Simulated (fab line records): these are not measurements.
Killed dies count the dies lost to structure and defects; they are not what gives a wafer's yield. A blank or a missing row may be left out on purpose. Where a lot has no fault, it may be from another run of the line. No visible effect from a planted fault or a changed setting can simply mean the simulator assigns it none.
Which tool was responsible? | flow gf180mcu | 13 lots, 39 wafers sampled, at 4 steps of a route of 602

WHAT THE GAUGES READ, wafer by wafer
GF_V5_CD_MEAS_14 targets a cd of 260 nm.
lot  | measured     | on        | cd nm (nm)
L414 | day 27 05:35 | cd sem-01 | 261.0 261.7 259.6
L415 | day 27 14:57 | cd sem-01 | 258.5 260.0 258.5
L416 | day 28 00:42 | cd sem-02 | 258.4 258.6 258.1
L417 | day 28 01:48 | cd sem-02 | 260.2 259.7 259.9
L418 | day 28 13:34 | cd sem-02 | 261.6 260.2 260.4
L419 | day 28 23:09 | cd sem-01 | 259.7 259.0 258.8
L420 | day 29 04:25 | cd sem-02 | 259.2 259.0 259.5
L421 | day 29 06:12 | cd sem-02 | 260.2 261.0 258.4
L422 | day 29 21:54 | cd sem-02 | 261.4 261.6 260.6
L424 | day 30 08:06 | cd sem-02 | 258.7 259.0 258.4
L431 | day 32 09:32 | cd sem-01 | 261.6 260.6 260.6
L435 | day 33 01:12 | cd sem-01 | 257.1 256.7 258.0
L437 | day 33 09:52 | cd sem-01 | 261.7 261.3 260.8

GF_V5_OVL_MEAS_15.
lot  | measured     | on         | V5_OVL (nm)
L414 | day 27 05:41 | overlay-02 | 4 0 10
L415 | day 27 15:04 | overlay-02 | 1 2 5
L416 | day 28 00:49 | overlay-02 | 0 -2 1
L417 | day 28 01:55 | overlay-01 | 0 -7 1
L418 | day 28 13:41 | overlay-01 | 15 15 14
L419 | day 28 23:16 | overlay-01 | 4 -2 8
L420 | day 29 04:32 | overlay-02 | -1 2 -3
L421 | day 29 06:19 | overlay-02 | -5 -3 -5
L422 | day 29 22:01 | overlay-02 | -9 -11 -11
L424 | day 30 08:13 | overlay-01 | 2 2 1
L431 | day 32 09:39 | overlay-02 | 4 4 5
L435 | day 33 01:19 | overlay-01 | 10 8 10
L437 | day 33 09:58 | overlay-01 | 2 4 5

GF_TOP_METAL_OVL_MEAS_15.
lot  | measured     | on         | TOP_METAL_OVL (nm)
L414 | day 28 03:38 | overlay-01 | -0.4 -0.5 -0.3
L415 | day 28 11:59 | overlay-02 | 2.3 1.2 0.8
L416 | day 28 22:10 | overlay-01 | -1.2 -1.8 -1.3
L417 | day 28 23:59 | overlay-02 | -0.1 0.7 0.8
L418 | day 29 10:38 | overlay-02 | 0.7 0.9 0.6
L419 | day 29 20:10 | overlay-02 | -2.1 -2.8 -1.7
L420 | day 30 00:50 | overlay-01 | 0.5 -0.7 -0.1
L421 | day 30 02:57 | overlay-02 | -1.7 -2.8 -1.1
L422 | day 30 17:29 | overlay-02 | -2.2 -1.2 -0.7
L424 | day 31 03:19 | overlay-01 | -0.9 -1.3 0.5
L431 | day 33 03:29 | overlay-01 | -2.7 -2.3 -1.7
L435 | day 33 18:55 | overlay-02 | 0.0 -1.1 -0.9
L437 | day 34 02:44 | overlay-01 | 2.2 2.2 2.9

TOOL THAT RAN EACH LOT (tool first, then ch and the chambers of the sampled wafers, then the start)
lot  | GF_TOP_METAL_SPUTTER_04
L414 | pvd sputter-03, day 27 07:17
L415 | pvd sputter-02, day 27 16:41
L416 | pvd sputter-02, day 28 03:25
L417 | pvd sputter-01, day 28 04:37
L418 | pvd sputter-01, day 28 15:19
L419 | pvd sputter-02, day 29 00:53
L420 | pvd sputter-02, day 29 06:08
L421 | pvd sputter-02, day 29 07:56
L422 | pvd sputter-02, day 29 23:38
L424 | pvd sputter-01, day 30 09:50
L431 | pvd sputter-02, day 32 11:15
L435 | pvd sputter-03, day 33 03:28
L437 | pvd sputter-03, day 33 11:34
- GF_TOP_METAL_SPUTTER_04: material TiN, target thk 25 nm, time 20.8 s.

WHAT THE TOOLS THEMSELVES READ (means of the sampled wafers that have a number; where no wafer has one, the mark that the record gives instead)
GF_TOP_METAL_SPUTTER_04.
lot  | tool           | cathode dc power W (W) | throttle valve pct (%)
L414 | pvd sputter-03 | 6499.9                 | 30.1
L415 | pvd sputter-02 | 6501.1                 | 30.5
L416 | pvd sputter-02 | 6500.5                 | 31.4
L417 | pvd sputter-01 | 6499.3                 | 29.9
L418 | pvd sputter-01 | 6499.6                 | 29.8
L419 | pvd sputter-02 | 6499.7                 | 29.8
L420 | pvd sputter-02 | 6499.9                 | 30.7
L421 | pvd sputter-02 | 6500.1                 | 29.3
L422 | pvd sputter-02 | 6498.9                 | 30.7
L424 | pvd sputter-01 | 6499.2                 | 29.2
L431 | pvd sputter-02 | 5554.8                 | 30.4
L435 | pvd sputter-03 | 6500.7                 | 29.6
L437 | pvd sputter-03 | 6500.2                 | 29.7

THE ANSWER, worked out from the rows above alone
Rule: what is usual is taken from the lots themselves. The widest of any qualifying gaps counts: lots, ordered by their means at a reading, are off when they make up no more than a third of the lots, leave a main group of 4 or more, and stand apart from it by 3 or more times the standard deviation of that group's means. The tables above print the reading to a certain number of digits; a main group whose means all agree to those digits is not used. A lot without any number at a reading at which 4 lots or more have one is off too. All remaining lots with rows at the step are treated as sound. After the gauges, taken in route order, come the tools' own readings; for these a lot's mean is taken, as printed above. The first step at which some lot is off is used, and at that step the reading that is off furthest; a lot without a number counts as furthest.
Off, at GF_TOP_METAL_SPUTTER_04 on cathode dc power W: L431. Main group: mean 6499.9 W, sd 0.62.
A tool fits if, at that step or a process step before it, it ran every lot that is off, and no sound lot after the first of them. One fits: pvd sputter-02 at GF_TOP_METAL_SPUTTER_04. A fault onset in the window from L422 (day 29 23:38, its last sound lot) to L431 (day 32 11:15, its first lot off) fits.
On the lots that are off, the tool's own readings at GF_TOP_METAL_SPUTTER_04 differ by more than 5 times the standard deviation of the sound lots' means, which bears it out; cathode dc power W reads 5554.8 W there versus 6499.9 W on the sound lots.

WHAT WAS PUT IN BY THE SIMULATOR
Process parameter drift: pvd sputter-02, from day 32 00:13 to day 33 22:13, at GF_TOP_METAL_SPUTTER_04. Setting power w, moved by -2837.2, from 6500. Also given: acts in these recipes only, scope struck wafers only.
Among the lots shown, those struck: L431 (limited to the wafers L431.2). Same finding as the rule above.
